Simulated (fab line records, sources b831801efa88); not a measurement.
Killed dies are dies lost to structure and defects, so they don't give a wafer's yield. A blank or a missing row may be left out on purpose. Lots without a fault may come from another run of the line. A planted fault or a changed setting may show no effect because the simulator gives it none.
Which tool did it? | flow sky130 | 11 lots, 33 wafers sampled, at 5 steps of a route of 708

WHAT THE GAUGES READ, wafer by wafer
SKY_LOCAL_INTERCONNECT_RS_MEAS_01: measures by four-point-probe. Usual: LOCAL_INTERCONNECT_TIN_RS 14.15 ohm/sq, standard deviation 0.13.
lot  | measured     | on            | LOCAL_INTERCONNECT_TIN_RS (ohm/sq) | flag
L707 | day 30 00:42 | film_metro-02 | 13.92 13.92 14.03                  |
L710 | day 30 14:39 | film_metro-01 | 14.01 14.06 14.05                  |
L711 | day 31 00:22 | film_metro-01 | 14.24 14.09 14.19                  |
L713 | day 31 13:55 | film_metro-02 | 14.13 14.34 14.19                  |
L716 | day 32 09:39 | film_metro-04 | 14.37 14.36 14.49                  |
L719 | day 33 08:13 | film_metro-02 | 14.13 13.92 14.20                  |
L721 | day 34 04:19 | film_metro-01 | 14.13 14.05 14.21                  |
L722 | day 34 06:10 | film_metro-04 | 14.26 14.36 14.32                  |
L723 | day 34 22:51 | film_metro-02 | 14.19 14.19 14.17                  |
L724 | day 35 04:12 | film_metro-01 | 14.40 14.42 14.31                  |
L727 | day 35 15:28 | film_metro-04 | 14.24 14.27 14.39                  |

SKY_LOCAL_INTERCONNECT_CD_MEAS_11: target cd 170 nm. Usual: cd_nm 170.4 nm, standard deviation 1.6.
lot  | measured     | on        | cd_nm (nm)        | flag
L707 | day 31 04:47 | cd_sem-01 | 170.3 169.8 171.0 |
L710 | day 31 18:52 | cd_sem-02 | 170.2 169.7 170.4 |
L711 | day 32 03:58 | cd_sem-02 | 171.8 173.1 172.8 |
L713 | day 32 18:07 | cd_sem-01 | 171.2 170.9 170.5 |
L716 | day 33 12:34 | cd_sem-01 | 170.1 169.8 170.4 |
L719 | day 34 10:37 | cd_sem-02 | 169.6 169.8 171.0 |
L721 | day 35 06:14 | cd_sem-01 | 170.6 170.7 173.0 |
L722 | day 35 08:47 | cd_sem-02 | 170.1 170.0 170.8 |
L723 | day 36 01:16 | cd_sem-01 | 166.5 165.8 166.9 |
L724 | day 36 05:37 | cd_sem-01 | 171.8 172.8 171.6 |
L727 | day 36 17:43 | cd_sem-02 | 170.9 171.5 170.2 |

SKY_CONTACT_THK_MEAS_01. Usual: CONTACT_CVD_00_THK 74.5 nm, standard deviation 0.89.
lot  | measured     | on            | CONTACT_CVD_00_THK (nm) | flag
L707 | day 31 05:41 | film_metro-03 | 73.4 73.7 75.2          |
L710 | day 31 19:46 | film_metro-03 | 73.2 72.9 75.2          |
L711 | day 32 04:54 | film_metro-03 | 74.7 73.9 74.2          |
L713 | day 32 19:05 | film_metro-04 | 74.8 74.7 76.3          |
L716 | day 33 13:28 | film_metro-03 | 73.5 74.3 74.0          |
L719 | day 34 11:33 | film_metro-04 | 100.5 74.6 74.7         | OFF
L721 | day 35 07:16 | film_metro-01 | 73.4 75.1 101.0         | OFF
L722 | day 35 09:40 | film_metro-03 | 75.3 75.1 74.6          |
L723 | day 36 02:17 | film_metro-04 | 74.2 76.2 74.7          |
L724 | day 36 06:36 | film_metro-04 | 74.8 74.4 76.7          |
L727 | day 36 18:38 | film_metro-04 | 73.5 74.4 76.1          |

WHICH TOOL RAN EACH LOT (tool, then ch and the chambers of the sampled wafers, then the start)
lot  | SKY_LI_CONTACT_CVD_21         | SKY_CONTACT_CVD_00
L707 | cvd_w-02 ch 0,1, day 29 23:53 | pecvd-04 ch 0,1,2, day 31 05:38
L710 | cvd_w-01 ch 0,1, day 30 13:42 | pecvd-04 ch 0,1,2, day 31 19:44
L711 | cvd_w-01 ch 0,1, day 30 23:41 | pecvd-01 ch 0,1,2, day 32 04:52
L713 | cvd_w-02 ch 0,1, day 31 13:15 | pecvd-02 ch 1,2, day 32 19:03
L716 | cvd_w-01 ch 0,1, day 32 08:59 | pecvd-02 ch 0,1,2, day 33 13:26
L719 | cvd_w-02 ch 0,1, day 33 07:33 | pecvd-04 ch 0,1,2, day 34 11:31
L721 | cvd_w-01 ch 0,1, day 34 03:38 | pecvd-04 ch 0,1,2, day 35 07:14
L722 | cvd_w-02 ch 0,1, day 34 05:27 | pecvd-02 ch 0,1,2, day 35 09:37
L723 | cvd_w-01 ch 0,1, day 34 22:11 | pecvd-01 ch 2, day 36 02:11
L724 | cvd_w-02 ch 0,1, day 35 03:32 | pecvd-02 ch 0,1,2, day 36 06:34
L727 | cvd_w-01 ch 0,1, day 35 14:48 | pecvd-01 ch 0,1, day 36 18:35
- SKY_LI_CONTACT_CVD_21: deposits W, target thk 400 nm, time 120.56 s.
- SKY_CONTACT_CVD_00: deposits Si3N4, target thk 75 nm.

WHAT THE TOOLS THEMSELVES READ (means of the sampled wafers that have a number; where no wafer has one, the mark that the record gives instead)
SKY_LI_CONTACT_CVD_21. Usual: heater_power_w 824 W, standard deviation 78; susceptor_temp_C 399.97 C, standard deviation 0.2.
lot  | tool     | heater_power_w (W) | susceptor_temp_C (C) | flag
L707 | cvd_w-02 | 739                | 400.19               |
L710 | cvd_w-01 | 870                | 399.92               |
L711 | cvd_w-01 | 880                | 399.79               |
L713 | cvd_w-02 | 740                | 399.82               |
L716 | cvd_w-01 | 880                | 400.09               |
L719 | cvd_w-02 | 747                | 400.05               |
L721 | cvd_w-01 | 889                | 399.95               |
L722 | cvd_w-02 | 753                | 399.78               |
L723 | cvd_w-01 | 905                | 399.99               |
L724 | cvd_w-02 | 742                | 400.20               |
L727 | cvd_w-01 | 881                | 399.74               |

SKY_CONTACT_CVD_00. Usual: heater_power_w 653 W, standard deviation 55; susceptor_temp_C 399.97 C, standard deviation 0.22.
lot  | tool     | heater_power_w (W) | susceptor_temp_C (C) | flag
L707 | pecvd-04 | 648                | 400.02               |
L710 | pecvd-04 | 654                | 400.15               |
L711 | pecvd-01 | 678                | 400.14               |
L713 | pecvd-02 | 587                | 400.01               |
L716 | pecvd-02 | 663                | 399.98               |
L719 | pecvd-04 | 670                | 400.09               |
L721 | pecvd-04 | 646                | 399.74               |
L722 | pecvd-02 | 628                | 399.88               |
L723 | pecvd-01 | 719                | 400.08               |
L724 | pecvd-02 | 595                | 400.27               |
L727 | pecvd-01 | 652                | 399.73               |

THE ANSWER, worked out from the rows above alone
Rule: a lot is off if the mean of its wafers that have a number lies more than 3 standard deviations from the usual mean. A lot without any number at a reading at which 4 lots or more have one is off too. The other lots that the step has rows for count as sound. The gauges are gone through in route order, then the tools' own readings, and for those a lot's mean is taken as printed above. The first step at which some lot is off is used, and at that step the reading that is off furthest; a lot without a number counts as furthest.
Off: L719, L721, at SKY_CONTACT_THK_MEAS_01 (CONTACT_CVD_00_THK).
A tool fits if, at a process step before that reading, it ran every lot that is off, and no sound lot after the first of them. The gauges at SKY_CONTACT_THK_MEAS_01 are tried like those tools. One fits: pecvd-04 at SKY_CONTACT_CVD_00. Its last sound lot is L710 (day 31 19:44), its first lot that is off L719 (day 34 11:31): a fault that began between those two fits.

WHAT THE SIMULATOR HAD PUT IN
Process parameter drift: pecvd-04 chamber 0, from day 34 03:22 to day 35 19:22, at SKY_CONTACT_CVD_00. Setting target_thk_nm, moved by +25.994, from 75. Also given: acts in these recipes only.
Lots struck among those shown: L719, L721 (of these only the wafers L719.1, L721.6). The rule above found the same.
